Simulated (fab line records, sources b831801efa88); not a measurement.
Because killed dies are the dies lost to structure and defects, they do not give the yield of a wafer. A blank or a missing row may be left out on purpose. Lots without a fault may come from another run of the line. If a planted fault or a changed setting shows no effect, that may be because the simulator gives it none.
Chamber matching -- flow sky130 -- 4 sister chambers for SKY_VIA4_CMP_21 on cmp-01
The step polishes, stops on SiO2, t overpolish 25 s, target thk 0 nm. 4 wafers are shown with their chamber, then 7 later ones without.

WAFERS PAIRED WITH THEIR CHAMBERS
wafer,chamber,motor-current-A (A)
L693.1,0,10.6
L693.5,1,11.2
L701.6,3,12.0
L702.5,2,10.9

WAFERS WITH NO CHAMBER GIVEN
wafer,motor-current-A (A)
L702.6,11.7
L706.2,11.8
L706.3,10.0
L706.5,10.8
L708.1,9.8
L708.2,11.0
L708.5,11.1

THE CHAMBER EACH PASSED THROUGH
wafer,from the rows above,in truth
L702.6,can't be placed: 3 or 1 or 2 or 0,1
L706.2,can't be placed: 3 or 1 or 2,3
L706.3,can't be placed: 0 or 2 or 1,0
L706.5,can't be placed: 2 or 0 or 1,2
L708.1,can't be placed: 0 or 2 or 1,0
L708.2,can't be placed: 2 or 1 or 0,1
L708.5,can't be placed: 1 or 2 or 0 or 3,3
0 of 7 placed correctly. These rows do not allow placing 7 (true chamber among the candidates in 7). Number placed wrongly: 0.
How it was worked out, from the rows above alone: a wafer's distance from a chamber is the root of the sum, over the readings, of the square of ((its reading less the chamber's mean) divided by the reading's scatter). The wafer belongs to the nearest chamber; if the next one is less than 2 further off, it can't be placed. For every chamber, the mean is computed from those of its wafers that are shown. The scatter: root of mean squared gap, hidden wafer to nearest shown wafer, with one shown wafer a chamber.
